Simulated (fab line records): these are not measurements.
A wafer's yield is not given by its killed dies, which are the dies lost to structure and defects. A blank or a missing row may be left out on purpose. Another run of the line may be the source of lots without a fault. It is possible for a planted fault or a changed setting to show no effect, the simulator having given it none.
Which of the tools did it?    flow sky130    6 lots with 17 wafers sampled at 3 steps, on a route of 708 steps

== WHAT EACH GAUGE READ, for each wafer ==
SKY_VIA2_CD_MEAS_12: the cd target is 200 nm.
lot   measured      on        cdNm (nm)
L798  day 36 19:28  cdSem-02  197.5 198.1 198.6
L800  day 37 19:50  cdSem-01  201.3 201.1 202.3
L803  day 38 11:58  cdSem-02  199.1 200.1 198.7
L806  day 39 08:35  cdSem-02  201.3 200.7 200.9
L815  day 42 08:17  cdSem-01  199.0 188.0
L819  day 43 04:29  cdSem-01  199.3 200.1 201.4

== WHICH TOOL RAN EACH LOT (tool, then ch and the chambers of the sampled wafers, then the start) ==
lot   SKY_VIA1_CMP_24                SKY_VIA2_DEVELOP_11
L798  cmp-01 ch 0,1,3, day 34 14:11  lithoTrack-01 ch 0, day 36 19:00
L800  cmp-02 ch 0,1,3, day 35 14:23  lithoTrack-01 ch 0, day 37 19:00
L803  cmp-02 ch 0,1,2, day 36 06:26  lithoTrack-01 ch 0, day 38 11:00
L806  cmp-02 ch 1,2,3, day 37 04:05  lithoTrack-02 ch 0, day 39 08:00
L815  cmp-01 ch 1,3, day 40 05:38    lithoTrack-02 ch 0, day 42 08:00
L819  cmp-01 ch 0,1, day 41 02:05    lithoTrack-01 ch 0, day 43 04:00
- SKY_VIA1_CMP_24: polishes, stops on SiO2, t overpolish 15 s, target thk 0 nm.
- SKY_VIA2_DEVELOP_11: develop time 60 s.

== THE ANSWER, worked out from the rows above alone ==
Rule: the usual values come from the lots themselves. The widest of any qualifying gaps counts: lots, ordered by their means at a reading, are off when they make up no more than a third of the lots, leave a main group of 4 or more, and stand apart from it by 3 or more times the standard deviation of that group's means. A main group is skipped when, at the precision printed for the reading in the tables above, its means are all equal. A lot without any number at a reading at which 4 lots or more have one is off too. Any other lot the step has rows for is counted as sound.
Off, at SKY_VIA2_CD_MEAS_12 on cdNm: L815. The main group: mean 200.0 nm, standard deviation 1.2.
If a tool, at a process step before that reading, ran all the lots that are off and no sound lot after the first of them, it fits. The gauges at SKY_VIA2_CD_MEAS_12 are tried like those tools. One fits: lithoTrack-02 at SKY_VIA2_DEVELOP_11. Its last sound lot is L806 (day 39 08:00), its first lot that is off L815 (day 42 08:00): a fault that began between those two fits.

== WHAT THE SIMULATOR HAD PUT IN ==
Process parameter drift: lithoTrack-02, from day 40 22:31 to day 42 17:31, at SKY_VIA2_DEVELOP_11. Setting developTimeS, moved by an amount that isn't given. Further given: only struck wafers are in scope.
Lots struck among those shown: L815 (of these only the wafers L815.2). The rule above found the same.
